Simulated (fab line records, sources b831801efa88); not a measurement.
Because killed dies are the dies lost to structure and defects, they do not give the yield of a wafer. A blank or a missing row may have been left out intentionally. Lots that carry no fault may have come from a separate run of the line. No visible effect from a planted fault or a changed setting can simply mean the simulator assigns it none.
Problem report, 8D (eight disciplines) form, completed by code || flow sky130 || the parts of the form that need people (team, actions taken, sign-off) are left out

== 1. THE PROBLEM ==
Across 2 wafers from 2 lots, VIA1_HDPCVD_THK at SKY_VIA1_THK_MEAS_01 averages 634 nm, while fault-free wafers read 1031 nm with a standard deviation of 11. Measured from the usual mean, that is -36 standard deviations.
The first sign was on wafer L986.1 at day 35 13:19, on filmMetro-03. Wafers with a number at this step in the record: 40, from 14 lots. The rule behind "out" and "out of limits": a value lying over 4 standard deviations away from the usual mean. The rest of the wafers with a number are treated as sound.

== 2. WHAT THIS IS AND IS NOT ==
{"question": "which readings at this step", "is": "VIA1_HDPCVD_THK", "is not": "-"}
{"question": "which lots", "is": "L986, L987", "is not": "L100, L101, L102, L980, L981, L982, L984, L985, L996, L997, L998, L999"}
{"question": "which wafers of those lots", "is": "L986.1, L987.1", "is not": "L986.6, L987.2"}
{"question": "read on which gauges", "is": "filmMetro-02, filmMetro-03", "is not": "filmMetro-01"}
{"question": "when", "is": "from day 35 13:19", "is not": "up to then (16 sound wafers); but 22 sound wafers of L100, L101, L102, L987, L996, L997, L998, L999 came after"}

== 3. SUSPECTS, AND WHAT RULES EACH OUT ==
Counting: any tool at a process step up to the reading remains a suspect provided it ran every lot that is out. Sound lots after the first of them don't rule it out here, since some wafers of a struck lot are sound.
- the gauge at SKY_VIA1_THK_MEAS_01: ruled out. 2 gauges (filmMetro-02, filmMetro-03) read the wafers that are out.
- hdpcvd-02 at SKY_VIA1_HDPCVD_00 (deposits SiO2, target thk 1030 nm, time 171.7 s): kept. Ran every lot that is out, first one L986 (day 35 13:12); last sound lot up to then L985 (day 35 03:11).
Left after counting: hdpcvd-02 at SKY_VIA1_HDPCVD_00.

== 4. THE CAUSE (what the simulator had put in) ==
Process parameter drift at SKY_VIA1_HDPCVD_00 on hdpcvd-02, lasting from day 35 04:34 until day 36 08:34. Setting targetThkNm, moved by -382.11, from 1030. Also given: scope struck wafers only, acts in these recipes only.
Counting left only this tool.

== 5. SEQUENCE OF EFFECTS, ordered by route ==
Rows list readings where the struck wafers' mean (over those with a number) sits beyond 3 standard deviations from the usual. Scope: only readings with a usual standard deviation given in the record; hours: median across lots of the time from each lot's start at the first step in this table that gives one to its start at this step; sigmas: change in usual standard deviations.
{"hours": 0, "step": "SKY_VIA1_THK_MEAS_01", "reading": "VIA1_HDPCVD_THK", "usual": "1031 nm", "on struck wafers": 634, "change": -398, "sigmas": -36}
Later measuring or inspecting steps at which every struck wafer that the step has a row for has a number for every such reading, and none has moved that far: SKY_VIA1_THK_MEAS_23.

== 6. WHAT WOULD HAVE CAUGHT IT SOONER ==
The first out-of-limits reading at a measuring or inspecting step in this record came at day 35 13:19, 9 hours after the fault's start at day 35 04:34.
Among the 2 lots that are out, L987 began SKY_VIA1_HDPCVD_00 on hdpcvd-02 after day 35 13:19. A hold on the tool at that time would have spared it.
